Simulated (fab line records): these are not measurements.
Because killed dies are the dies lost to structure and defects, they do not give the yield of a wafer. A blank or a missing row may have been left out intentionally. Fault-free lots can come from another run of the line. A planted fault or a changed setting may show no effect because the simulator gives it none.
fab line records -- flow sfqLine
record: lots: 14, wafers: 40, lastDay: 78
route steps=325 shown I3@134
lots with no fault: from the same line, run without faults
startH: hours from the record's opening day to when the first of the lot's shown wafers began -- waitH: hours from the lot's prior step to this one -- " identical to the entry in the row above -- L1.1+2: one row covering several wafers at once -- - no value, or no start given -- * or withheld: withheld -- < > ~ a bound
route shown NAME@n: NAME is a module with steps in the file, n the number in the route of the first one -- usual: average and standard deviation across the fault-free wafers -- same: alike in all rows -- chamber/n: place in a boat -- sites: readings site by site -- _std_site: how widely they spread, as a standard deviation -- _edge_site: mean of outer sites minus mean of inner sites -- radiusMm: for every site, how far away it sits from the centre of the wafer -- mask NAME#n: copy n -- behind: the tool/chamber that last shaped the wafer -- hold: why the lot went on hold/how many hours it stayed there/how the hold came to an end -- device: which transistor (n, p or np) failed to switch -- end of line: the route-end tests of the same wafers -- a step with no rows: only its recipe -- killed: count of dies lost to structure and defects at first sort (not the wafer's yield) -- map: dies across one wafer; x = killed, . = not, _ = none there
set.NAME: setting as actually run; set.NAME@STEP: the setting as run at that earlier step -- model.NAME: the simulator's own value behind a step, which no gauge read
a sample of lots followed through the steps of the route, with each step as a table and each wafer as a row
services: a tool's chamber out of use, with start hour (startH, from the record's first day; less than 0 if before it), hours out, and reason
== steps ==
step: SFQ_TRILAYER_I3_CMP_CMP_082
recipe: material: SiO2, downForcePsi: 3, platenRpm: 60, padVelocityMS: 0.94248
usual: motorCurrentA: 10.6/1, timeToEndpointS: 212/8.5
lot.wafer,tool,chamber,startH,waitH,motorCurrentA,timeToEndpointS
L416.1,cmp-02,2,666.50,29.4,9.1,204
L416.2,cmp-02,3,666.50,29.4,11.3,198
L416.6,cmp-02,1,668.00,30.8,9.0,214
L419.3,cmp-01,1,692.09,31.4,11.7,218
L419.2,cmp-01,3,693.09,32.4,10.0,218
L419.1,cmp-01,0,693.09,32.4,10.8,212
L420.3,cmp-01,2,714.59,32.5,10.6,191
L420.6,cmp-01,3,714.59,32.5,10.6,220
L420.5,cmp-01,0,714.59,32.5,10.9,218
L421.1,cmp-02,2,719.50,31.3,9.7,207
L421.3,cmp-02,0,720.50,32.2,9.7,209
L421.6,cmp-02,3,722.00,33.7,11.6,193
L423.3,cmp-02,3,741.00,34.8,11.3,201
L423.5,cmp-02,2,742.50,36.3,9.7,216
L423.6,cmp-02,3,742.50,36.3,10.9,202
L426.3,cmp-02,2,778.00,35.7,10.0,210
L426.4,cmp-02,0,779.00,36.7,9.9,192
L426.6,cmp-02,1,779.00,36.7,9.4,212
L427.3,cmp-02,0,781.50,34.4,10.1,208
L427.1,cmp-02,1,781.50,34.4,9.2,208
L427.5,cmp-02,2,781.50,34.4,9.9,203
L429.4,cmp-01,1,787.14,31.6,12.6,229
L429.2,cmp-01,0,788.64,33.1,11.1,224
L429.6,cmp-01,2,789.64,34.1,10.7,219
L430.1,cmp-02,1,796.50,32.6,9.6,210
L434.4,cmp-01,0,835.49,24.7,10.5,217
L434.2,cmp-01,1,835.49,24.7,12.8,221
L434.1,cmp-01,2,835.49,24.7,11.6,210
L435.4,cmp-02,2,852.50,28.5,9.9,219
L435.2,cmp-02,0,853.50,29.6,9.6,205
L435.6,cmp-02,3,855.00,31.0,10.7,200
L436.4,cmp-01,1,865.49,30.7,12.6,220
L436.3,cmp-01,2,865.49,30.7,10.5,190
L436.1,cmp-01,3,865.49,30.7,11.1,214
L437.4,cmp-01,0,868.49,29.4,10.9,217
L437.1,cmp-01,2,869.49,30.4,11.0,210
L437.5,cmp-01,1,870.99,31.9,11.9,217
L438.4,cmp-02,0,873.50,31.6,10.4,210
L438.3,cmp-02,3,875.00,33.1,11.0,206
L438.6,cmp-02,0,875.00,33.1,9.5,229
step: SFQ_TRILAYER_I3_METRO_MEASURE_083
usual: thkNm: 199.6/1.4
lot.wafer,tool,chamber,startH,waitH,thkNm
L416.1,filmMetro-01,-,668.62,0.1,199.6
L416.2,filmMetro-01,-,668.62,0.1,198.2
L416.6,filmMetro-01,-,668.62,0.1,199.5
L419.1,filmMetro-02,-,695.21,0.1,199.9
L419.2,filmMetro-02,-,695.21,0.1,199.2
L419.3,filmMetro-02,-,695.21,0.1,199.5
L420.3,filmMetro-04,-,716.61,0.5,200.5
L420.5,filmMetro-04,-,716.61,0.5,201.5
L420.6,filmMetro-04,-,716.61,0.5,201.2
L421.1,filmMetro-01,-,722.62,0.1,201.1
L421.3,filmMetro-01,-,722.62,0.1,200.5
L421.6,filmMetro-01,-,722.62,0.1,199.0
L423.3,filmMetro-02,-,744.02,0.5,198.2
L423.5,filmMetro-02,-,744.02,0.5,200.1
L423.6,filmMetro-02,-,744.02,0.5,196.9
L426.3,filmMetro-04,-,781.02,0.5,199.3
L426.4,filmMetro-04,-,781.02,0.5,219.0
L426.6,filmMetro-04,-,781.02,0.5,198.1
L427.1,filmMetro-01,-,783.62,0.1,198.4
L427.3,filmMetro-01,-,783.62,0.1,198.6
L427.5,filmMetro-01,-,783.62,0.1,219.4
L429.2,filmMetro-01,-,790.46,0.3,201.2
L429.4,filmMetro-01,-,790.46,0.3,201.4
L429.6,filmMetro-01,-,790.46,0.3,198.3
L430.1,filmMetro-04,-,798.62,0.1,198.6
L434.1,filmMetro-02,-,838.61,0.1,201.4
L434.2,filmMetro-02,-,838.61,0.1,201.0
L434.4,filmMetro-02,-,838.61,0.1,201.6
L435.2,filmMetro-04,-,855.82,0.3,198.4
L435.4,filmMetro-04,-,855.82,0.3,200.8
L435.6,filmMetro-04,-,855.82,0.3,197.5
L436.1,filmMetro-02,-,868.61,0.1,199.0
L436.3,filmMetro-02,-,868.61,0.1,196.9
L436.4,filmMetro-02,-,868.61,0.1,199.9
L437.1,filmMetro-02,-,871.61,0.1,197.9
L437.4,filmMetro-02,-,871.61,0.1,198.8
L437.5,filmMetro-02,-,871.61,0.1,200.8
L438.3,filmMetro-04,-,877.02,0.5,198.6
L438.4,filmMetro-04,-,877.02,0.5,200.4
L438.6,filmMetro-04,-,877.02,0.5,200.2
step: SFQ_TRILAYER_I3_VIA_ETCH_VIA_ETCH_088
recipe: target: SiO2, stopOn: Nb, maskMaterial: PR, taperDeg: 20, chemistry: CHF3, targetDepthNm: 260, sourceW: 500, biasW: 80, pressureMtorr: 30, timeS: withheld
usual: drypumpMotorCurrentA: 6.0/0.45, oesProductAu: 0.853/0.0058
lot.wafer,tool,chamber,startH,waitH,drypumpMotorCurrentA,oesProductAu
L416.1,rieDiel-01,1,753.99,0.0,6.0,0.854
L416.2,rieDiel-01,2,753.99,0.0,6.4,0.860
L416.6,rieDiel-01,2,753.99,0.0,6.3,0.856
L419.1,rieDiel-04,1,782.35,0.0,5.6,0.857
L419.2,rieDiel-04,0,782.35,0.0,6.2,0.854
L419.3,rieDiel-04,2,782.35,0.0,6.7,0.854
L420.3,rieDiel-04,0,799.15,0.0,6.2,0.850
L420.5,rieDiel-04,0,799.15,0.0,6.2,0.860
L420.6,rieDiel-04,1,799.15,0.0,5.7,0.856
L421.1,rieDiel-01,1,803.95,0.0,6.0,0.851
L421.3,rieDiel-01,3,803.95,0.0,5.9,0.863
L421.6,rieDiel-01,3,803.95,0.0,5.9,0.855
L423.3,rieDiel-04,2,826.33,0.0,6.7,0.851
L423.5,rieDiel-04,3,826.33,0.0,5.8,0.852
L423.6,rieDiel-04,2,826.33,0.0,6.7,0.844
L426.3,rieDiel-01,2,861.65,0.0,6.3,0.859
L426.4,rieDiel-01,1,861.65,0.0,6.0,0.895
L426.6,rieDiel-01,3,861.65,0.0,5.9,0.847
L427.1,rieDiel-04,0,864.05,0.0,6.2,0.855
L427.3,rieDiel-04,2,864.05,0.0,6.7,0.852
L427.5,rieDiel-04,0,864.05,0.0,6.2,0.902
L429.2,rieDiel-01,3,872.45,0.0,5.9,0.859
L429.4,rieDiel-01,3,872.45,0.0,5.9,0.866
L429.6,rieDiel-01,2,872.45,0.0,6.3,0.850
L430.1,rieDiel-01,3,880.85,0.0,5.9,0.856
L434.1,rieDiel-02,0,922.65,0.0,5.6,0.853
L434.2,rieDiel-02,1,922.65,0.0,5.5,0.862
L434.4,rieDiel-02,3,922.65,0.0,6.8,0.863
L435.2,rieDiel-02,1,935.85,0.0,5.5,0.857
L435.4,rieDiel-02,2,935.85,0.0,5.8,0.858
L435.6,rieDiel-02,2,935.85,0.0,5.8,0.855
L436.1,rieDiel-04,1,948.60,0.0,5.7,0.852
L436.3,rieDiel-04,3,948.60,0.0,5.7,0.841
L436.4,rieDiel-04,2,948.60,0.0,6.6,0.860
L437.1,rieDiel-01,3,951.00,0.0,5.9,0.842
L437.4,rieDiel-01,3,951.00,0.0,5.9,0.850
L437.5,rieDiel-01,1,951.00,0.0,6.0,0.858
L438.3,rieDiel-04,0,954.60,0.0,6.2,0.849
L438.4,rieDiel-04,3,954.60,0.0,5.8,0.852
L438.6,rieDiel-04,1,954.60,0.0,5.7,0.855
== services ==
tool,chamber,startH,hours,kind
cmp-01,-,644.42,2.7,repair
rieDiel-01,3,646.15,2.4,repair
rieDiel-01,-,656.84,4.7,repair
filmMetro-02,-,699.75,1.2,pm
rieDiel-04,1,701.41,15.8,repair
cmp-02,-,749.50,4.0,pm
rieDiel-04,3,756.19,57.7,repair
filmMetro-02,-,766.31,3.3,repair
rieDiel-01,-,766.81,2.8,pm
cmp-01,-,775.85,2.3,repair
rieDiel-04,0,801.10,5.9,repair
rieDiel-04,2,834.16,5.6,repair
cmp-01,-,834.88,0.6,repair
cmp-02,-,859.21,0.4,repair
cmp-02,-,859.57,0.6,repair
rieDiel-01,2,863.19,4.3,repair
rieDiel-04,-,895.14,2.8,pm
cmp-01,-,913.49,6.4,pm
cmp-02,-,915.18,2.0,repair
cmp-01,-,919.88,4.0,pm
rieDiel-04,-,933.32,14.6,pm
rieDiel-01,0,948.87,8.1,repair
rieDiel-01,1,952.81,2.5,repair
cmp-02,-,953.67,0.4,repair
== key ==
firstSign: step: SFQ_TRILAYER_I3_METRO_MEASURE_083, reading: thkNm, direction: up, sigmas: 14, usual: 199.6, struck: 219.2
effect: step: SFQ_TRILAYER_I3_VIA_ETCH_VIA_ETCH_088, reading: oesProductAu, direction: up, sigmas: 7.8, usual: 0.853, struck: 0.899
metAt SFQ_TRILAYER_I3_CMP_CMP_082
struckLots L426,L427
struckWafers L426.4,L427.5
onsetBetween 741.00 778.00
fault: kind: processParameterDrift, tool: cmp-02, chamber: -, onsetH: 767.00, steps: SFQ_TRILAYER_I3_CMP_CMP_082, channel: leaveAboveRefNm, offset: 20, shape: step, endH: 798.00, scope: struckWafersOnly, actsIn: theseRecipesOnly, stated: 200
